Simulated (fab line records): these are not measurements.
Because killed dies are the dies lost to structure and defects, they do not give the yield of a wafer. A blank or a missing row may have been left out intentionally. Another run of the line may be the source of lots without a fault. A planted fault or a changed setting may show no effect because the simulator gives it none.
What tool caused it? | flow sky130 | 12 lots, 36 wafers sampled, at 5 steps of a route of 708

WHAT EACH GAUGE READ, for each wafer
SKY_LI_CONTACT_THK_MEAS_23: measures by xrf.
lot  | measured     | on            | LI_CONTACT_W_THK (nm)
L473 | day 30 14:56 | film metro-04 | 405 409 415
L474 | day 30 15:15 | film metro-01 | 402 401 407
L476 | day 30 22:45 | film metro-03 | 409 413 412
L478 | day 31 08:47 | film metro-03 | 419 412 414
L479 | day 32 01:43 | film metro-01 | 408 400 404
L480 | day 32 04:49 | film metro-03 | 417 426 418
L487 | day 34 05:36 | film metro-04 | 414 414 419
L489 | day 34 16:31 | film metro-01 | 407 420 414
L491 | day 35 08:57 | film metro-04 | 425 420 422
L493 | day 36 18:52 | film metro-01 | 402 409 411
L494 | day 36 20:02 | film metro-03 | 413 415 411
L495 | day 36 22:35 | film metro-04 | 415 411 413

SKY_LOCAL_INTERCONNECT_RS_MEAS_01: uses a four-point probe to measure.
lot  | measured     | on            | LOCAL_INTERCONNECT_TIN_RS (ohm/sq)
L473 | day 30 15:23 | film metro-03 | 13.90 13.85 13.99
L474 | day 30 15:41 | film metro-02 | 14.53 14.31 14.33
L476 | day 30 23:11 | film metro-03 | 14.25 14.27 14.22
L478 | day 31 09:14 | film metro-02 | - - - - - -
L479 | day 32 02:08 | film metro-02 | - - - - - -
L480 | day 32 05:14 | film metro-02 | - - - - - -
L487 | day 34 06:20 | film metro-02 | 14.10 14.12 14.26
L489 | day 34 16:56 | film metro-04 | 13.85 13.91 13.91
L491 | day 35 09:23 | film metro-03 | 13.98 14.18 14.10
L493 | day 36 19:29 | film metro-03 | 13.96 14.09 14.07
L494 | day 36 20:28 | film metro-02 | 13.99 13.97 13.97
L495 | day 36 23:19 | film metro-04 | 14.19 14.04 14.41

WHICH TOOL RAN EACH LOT (tool, then ch and the chambers of the sampled wafers, then the start)
lot  | SKY_LI_CONTACT_STRIP_16              | SKY_LI_CONTACT_CMP_24         | SKY_LOCAL_INTERCONNECT_SPUTTER_00
L473 | plasma asher-02 ch 0,1, day 30 14:14 | cmp-01 ch 1,2,3, day 30 15:03 | pvd sputter-04, day 30 15:18
L474 | plasma asher-01 ch 0,1, day 30 14:35 | cmp-01 ch 1,3, day 30 15:19   | pvd sputter-01, day 30 15:37
L476 | plasma asher-04 ch 0,1, day 30 22:05 | cmp-01 ch 0,2, day 30 22:49   | pvd sputter-02, day 30 23:07
L478 | plasma asher-02 ch 0,1, day 31 08:07 | cmp-02 ch 0,2, day 31 08:50   | pvd sputter-01, day 31 09:08
L479 | plasma asher-04 ch 0,1, day 32 01:02 | cmp-01 ch 0,2,3, day 32 01:52 | pvd sputter-04, day 32 02:04
L480 | plasma asher-02 ch 0,1, day 32 04:08 | cmp-01 ch 1,2,3, day 32 04:53 | pvd sputter-01, day 32 05:11
L487 | plasma asher-01 ch 0,1, day 34 04:55 | cmp-01 ch 1,3, day 34 05:59   | pvd sputter-04, day 34 06:14
L489 | plasma asher-04 ch 0,1, day 34 15:50 | cmp-01 ch 0,1,2, day 34 16:35 | pvd sputter-01, day 34 16:53
L491 | plasma asher-02 ch 0,1, day 35 08:14 | cmp-02 ch 0,2,3, day 35 09:01 | pvd sputter-01, day 35 09:19
L493 | plasma asher-04 ch 0, day 36 18:11   | cmp-02 ch 0,1, day 36 19:07   | pvd sputter-01, day 36 19:25
L494 | plasma asher-02 ch 0,1, day 36 19:20 | cmp-02 ch 1,2, day 36 20:05   | pvd sputter-02, day 36 20:23
L495 | plasma asher-04 ch 0,1, day 36 21:53 | cmp-02 ch 0,3, day 36 22:55   | pvd sputter-01, day 36 23:13
- SKY_LI_CONTACT_STRIP_16: strips in O2/N2.
- SKY_LI_CONTACT_CMP_24: polishes, stops on PSG, t overpolish 20 s, target thk 0 nm.
- SKY_LOCAL_INTERCONNECT_SPUTTER_00: material TiN, target thk 100 nm, time 83.3 s.

AS READ BY THE TOOLS THEMSELVES (means over the sampled wafers that have a number; for cases with no such wafer, the mark the record gives instead)
SKY_LI_CONTACT_STRIP_16.
lot  | tool            | drypump motor current A (A) | oes product au (a.u.) | strip time to endpoint s (s)
L473 | plasma asher-02 | 5.4                         | 0.375                 | 3.48
L474 | plasma asher-01 | 6.2                         | 0.368                 | 3.48
L476 | plasma asher-04 | 5.7                         | 0.377                 | 3.52
L478 | plasma asher-02 | 5.4                         | 0.374                 | 3.46
L479 | plasma asher-04 | 5.7                         | 0.370                 | 3.47
L480 | plasma asher-02 | 5.5                         | 0.376                 | 3.50
L487 | plasma asher-01 | 6.0                         | 0.377                 | 3.46
L489 | plasma asher-04 | 5.8                         | 0.379                 | 3.51
L491 | plasma asher-02 | 5.5                         | 0.372                 | 3.47
L493 | plasma asher-04 | 5.6                         | 0.376                 | 3.49
L494 | plasma asher-02 | 5.4                         | 0.375                 | 3.52
L495 | plasma asher-04 | 5.8                         | 0.374                 | 3.51

SKY_LI_CONTACT_CMP_24.
lot  | tool   | motor current A (A) | overpolish run s (s) | time to endpoint s (s)
L473 | cmp-01 | 10.6                | 20.001               | 100
L474 | cmp-01 | 10.0                | 19.999               | 99
L476 | cmp-01 | 11.5                | 19.998               | 96
L478 | cmp-02 | 10.7                | 20.002               | 96
L479 | cmp-01 | 10.7                | 20.007               | 98
L480 | cmp-01 | 10.5                | 20.001               | 97
L487 | cmp-01 | 10.6                | 19.997               | 94
L489 | cmp-01 | 11.8                | 19.994               | 99
L491 | cmp-02 | 11.1                | 19.995               | 106
L493 | cmp-02 | 11.1                | 20.005               | 98
L494 | cmp-02 | 11.4                | 20.005               | 96
L495 | cmp-02 | 11.0                | 20.005               | 99

SKY_LOCAL_INTERCONNECT_SPUTTER_00.
lot  | tool           | cathode dc power W (W) | chamber pressure pa (Pa) | throttle valve pct (%)
L473 | pvd sputter-04 | 6499.4                 | 0.4002                   | 30.1
L474 | pvd sputter-01 | 6500.1                 | 0.3999                   | 29.0
L476 | pvd sputter-02 | 6499.0                 | 0.3991                   | 30.3
L478 | pvd sputter-01 | -                      | -                        | -
L479 | pvd sputter-04 | -                      | -                        | -
L480 | pvd sputter-01 | -                      | -                        | -
L487 | pvd sputter-04 | 6501.3                 | 0.3997                   | 30.8
L489 | pvd sputter-01 | 6499.3                 | 0.3996                   | 29.8
L491 | pvd sputter-01 | 6500.3                 | 0.4006                   | 28.7
L493 | pvd sputter-01 | 6500.3                 | 0.3998                   | 30.0
L494 | pvd sputter-02 | 6499.1                 | 0.4000                   | 28.8
L495 | pvd sputter-01 | 6499.5                 | 0.3998                   | 29.9

THE ANSWER, worked out from the rows above alone
Rule: the usual values come from the lots themselves. The widest of any qualifying gaps counts: lots, ordered by their means at a reading, are off when they make up no more than a third of the lots, leave a main group of 4 or more, and stand apart from it by 3 or more times the standard deviation of that group's means. The tables above print the reading to a certain number of digits; a main group whose means all agree to those digits is not used. A lot without any number at a reading at which 4 lots or more have one is off too. All remaining lots with rows at the step are treated as sound. Order of review: gauges by route order, followed by the tools' own readings, for which a lot's mean as printed above is used. The first step at which some lot is off is used, and at that step the reading that is off furthest; a lot without a number counts as furthest.
Off: L478, L479, L480, at SKY_LOCAL_INTERCONNECT_RS_MEAS_01 (LOCAL_INTERCONNECT_TIN_RS). Without a number there: L478, L479, L480. The main group: mean 14.10 ohm/sq, standard deviation 0.16.
A tool fits if, at a process step before that reading, it ran every lot that is off, and no sound lot after the first of them. The gauges at SKY_LOCAL_INTERCONNECT_RS_MEAS_01 aren't tried: what is off there is off at SKY_LOCAL_INTERCONNECT_SPUTTER_00 too, on other tools, and a gauge's error can't cause that. None of those tried fits.

WHAT THE SIMULATOR HAD INSERTED
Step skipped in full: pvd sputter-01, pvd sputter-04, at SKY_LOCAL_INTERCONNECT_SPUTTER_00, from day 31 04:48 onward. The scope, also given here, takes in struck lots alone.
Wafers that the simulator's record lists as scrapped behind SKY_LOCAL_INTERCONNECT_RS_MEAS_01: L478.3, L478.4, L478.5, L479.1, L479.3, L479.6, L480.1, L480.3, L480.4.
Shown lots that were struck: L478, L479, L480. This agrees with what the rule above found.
